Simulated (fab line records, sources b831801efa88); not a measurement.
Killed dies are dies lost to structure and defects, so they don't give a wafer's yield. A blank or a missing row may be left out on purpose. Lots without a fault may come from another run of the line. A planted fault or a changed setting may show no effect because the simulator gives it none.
Split-lot experiment | flow sky130 | 5 lots, 23 wafers read, on a route of 708 steps

THE SPLIT
At SKY_LI_CONTACT_COAT_07 (resist thk 450 nm), the setting spin_rpm was moved away from the recipe's 3000 rpm on 10 of the 23 wafers read, by -7.1% to +7.1%. The other wafers ran this setting at the recipe's value.

The reading is taken at the split's own step.

THE READING
KrF-thick_of_LI_CONTACT_COAT_07.thk_nm (the simulator's own value, which no gauge read), in nm, at SKY_LI_CONTACT_COAT_07 (resist thk 450 nm). The file gives no usual value for it. The 13 wafers here that ran the recipe average 449.2 nm, standard deviation 1.7 nm.

wafer  | tool, chamber at the split | spin_rpm as run, rpm | against the recipe | KrF-thick_of_LI_CONTACT_COAT_07.thk_nm, nm | against lot-mates on the recipe
L074.1 | litho_track-04, 0          | 3000                 | recipe             | 447.2                                      | -
L074.2 | litho_track-04, 0          | 3000                 | recipe             | 446.9                                      | -
L074.6 | litho_track-04, 0          | 3000                 | recipe             | 447                                        | -
L080.2 | litho_track-03, 0          | 2883                 | -3.9%              | 458.6                                      | +10.3
L080.3 | litho_track-03, 0          | 2883                 | -3.9%              | 457.2                                      | +8.9
L080.4 | litho_track-03, 0          | 3000                 | recipe             | 448.4                                      | -
L080.5 | litho_track-03, 0          | 3000                 | recipe             | 448.2                                      | -
L080.6 | litho_track-03, 0          | 2883                 | -3.9%              | 458.2                                      | +9.9
L081.1 | litho_track-02, 0          | 2786                 | -7.1%              | 468.9                                      | +17.6
L081.2 | litho_track-02, 0          | 3000                 | recipe             | 451.1                                      | -
L081.4 | litho_track-02, 0          | 2786                 | -7.1%              | 467.7                                      | +16.4
L081.5 | litho_track-02, 0          | 3000                 | recipe             | 451.2                                      | -
L081.6 | litho_track-02, 0          | 3000                 | recipe             | 451.5                                      | -
L082.1 | litho_track-02, 0          | 2809                 | -6.4%              | 464.9                                      | +13.8
L082.3 | litho_track-02, 0          | 3000                 | recipe             | 451.6                                      | -
L082.4 | litho_track-02, 0          | 2809                 | -6.4%              | 464.4                                      | +13.3
L082.5 | litho_track-02, 0          | 2809                 | -6.4%              | 463.8                                      | +12.8
L082.6 | litho_track-02, 0          | 3000                 | recipe             | 450.5                                      | -
L085.1 | litho_track-02, 0          | 3000                 | recipe             | 449                                        | -
L085.2 | litho_track-02, 0          | 3213                 | +7.1%              | 434.2                                      | -14.7
L085.3 | litho_track-02, 0          | 3000                 | recipe             | 448.7                                      | -
L085.5 | litho_track-02, 0          | 3000                 | recipe             | 448.9                                      | -
L085.6 | litho_track-02, 0          | 3213                 | +7.1%              | 433.3                                      | -15.6

THE FIT
A straight line over all 23 wafers: KrF-thick_of_LI_CONTACT_COAT_07.thk_nm changes by -2.37 nm for each +1% of spin_rpm; r = -0.99; the points scatter about the line by 1.6 nm.
The same after taking each lot's own level away (the mean of its wafers on the recipe; 23 wafers): -2.22 nm for each +1%; r = -1.00; scatter 0.75 nm.
On that fit, the largest move of spin_rpm shifts the reading by 16 nm.
The lots' own levels span 447.03 to 451.27 nm, that is 2.5 times the standard deviation above.
So the lot-to-lot level changes the slope little: the two slopes agree.
Check: with one of the wafers moved furthest among these (-7.1%) left out of the fit, the line predicts +15.7 nm for it against its lot-mates. It came out at +17.6 nm against them.

OTHER SPLITS ON THESE WAFERS
These wafers also went through other splits before the reading. Each is held against what the fit with the lots' levels taken away leaves over:
other split on the same wafers      | wafers away from the commonest value | r with KrF-thick_of_LI_CONTACT_COAT_07.thk_nm (lot level and that fit taken away)
SKY_GATE_OXIDE_SOFTBAKE_06 time_s   | 9                                    | +0.21
SKY_POLY_GATE_COAT_08 spin_rpm      | 10                                   | +0.02
SKY_POLY_GATE_ETCH_15 source_w      | 11                                   | -0.49
SKY_LDD_N_IMPLANT_13 energy_kev     | 10                                   | -0.15
SKY_LDD_P_IMPLANT_09 dose_cm2       | 6                                    | +0.09
SKY_LDD_HVN_IMPLANT_08 dose_cm2     | 11                                   | -0.23
SKY_POLY_CUT_DEVELOP_07 dev_temp_c  | 9                                    | +0.12
SKY_RES_XHIGH_IMPLANT_07 energy_kev | 10                                   | -0.32

THE FILE'S OWN FIT
KrF-thick_of_LI_CONTACT_COAT_07.thk_nm changes by -2.24 nm for each +1% of spin_rpm, r = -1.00.
